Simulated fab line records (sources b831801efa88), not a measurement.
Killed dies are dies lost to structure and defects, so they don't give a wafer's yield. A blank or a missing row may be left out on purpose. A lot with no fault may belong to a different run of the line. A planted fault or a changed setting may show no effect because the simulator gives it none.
Split-lot trial -- flow sky130 -- route with 708 steps; 5 lots, 23 wafers read

== THE SPLIT ITSELF ==
At SKY_VIA4_CVD_18 (deposits W, target thk 505 nm, time 152.14 s), the setting tempC was moved away from the recipe's 400 C on 8 of the 23 wafers read, by -2.6% to -0.9%. This setting was run at the recipe's value on the other wafers.

== THE PATH FROM SPLIT TO READING: the file shows 1 step between them ==
- SKY_VIA4_RS_MEAS_19: measures by four-point-probe

== THE READING ==
VIA4_W_THK, in nm, at SKY_VIA4_THK_MEAS_20 (measures by xrf). A value of 489 nm with a standard deviation of 3.9 nm is what fault-free wafers of this fab line usually give.

wafer,"tool, chamber at the split","tempC as run, C",against the recipe,"VIA4_W_THK, nm",against lot-mates on the recipe
L074.1,"cvdW-01, 1",389.7,-2.6%,413,-75
L074.2,"cvdW-01, 1",389.7,-2.6%,399,-89
L074.3,"cvdW-01, 1",389.7,-2.6%,413,-75
L074.4,"cvdW-01, 1",400,recipe,488,-
L074.6,"cvdW-01, 1",400,recipe,488,-
L077.1,"cvdW-01, 1",395.1,-1.2%,451,-39
L077.2,"cvdW-01, 1",400,recipe,487,-
L077.4,"cvdW-01, 1",400,recipe,493,-
L077.5,"cvdW-01, 1",395.1,-1.2%,447,-43
L077.6,"cvdW-01, 1",395.1,-1.2%,446,-44
L081.1,"cvdW-01, 1",400,recipe,488,-
L081.2,"cvdW-01, 1",400,recipe,488,-
L081.3,"cvdW-01, 1",400,recipe,489,-
L081.4,"cvdW-01, 1",400,recipe,488,-
L081.5,"cvdW-01, 1",400,recipe,487,-
L084.2,"cvdW-02, 0",400,recipe,488,-
L084.3,"cvdW-02, 0",396.5,-0.9%,459,-28
L084.4,"cvdW-02, 1",396.5,-0.9%,456,-31
L084.5,"cvdW-02, 0",400,recipe,489,-
L084.6,"cvdW-02, 1",400,recipe,484,-
L085.1,"cvdW-01, 1",400,recipe,488,-
L085.3,"cvdW-01, 1",400,recipe,486,-
L085.6,"cvdW-01, 1",400,recipe,486,-

THE FIT
A straight line over all 23 wafers: VIA4_W_THK changes by +31.2 nm for each +1% of tempC; r = +0.99; the points scatter about the line by 3.3 nm.
The same after taking each lot's own level away (the mean of its wafers on the recipe; 23 wafers): +31.5 nm for each +1%; r = +0.99; scatter 3.3 nm.
Per that fit: largest tempC move, reading shift of 81 nm.
The lots' own levels span 486.7 to 490.0 nm, that is 0.9 times the standard deviation above.
So the lot-to-lot level changes the slope little: the two slopes agree.
Check: for one of the wafers moved furthest among these (-2.6%), held out of the fit, the line's prediction against its lot-mates is -83.7 nm. It came out at -75 nm against them.

== THE WHOLE CHAIN: every reading that the file lists as answering this split, in the file's order ==
step,what it does,reading,change (the file's fit),r (the file's)
SKY_VIA4_CVD_18,"deposits W, target thk 505 nm, time 152.14 s","W_of_VIA4_CVD_18.thkNm (the simulator's own value, which no gauge read)",+33.2 nm for each +1% of the setting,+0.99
SKY_VIA4_RS_MEAS_19,measures by four-point-probe,VIA4_W_RS,-0.0177 for each +1% of the setting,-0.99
SKY_VIA4_THK_MEAS_20,measures by xrf,VIA4_W_THK,+31.8 for each +1% of the setting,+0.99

== FILE'S OWN FIT ==
VIA4_W_THK changes by +31.8 nm for each +1% of tempC, r = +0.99.
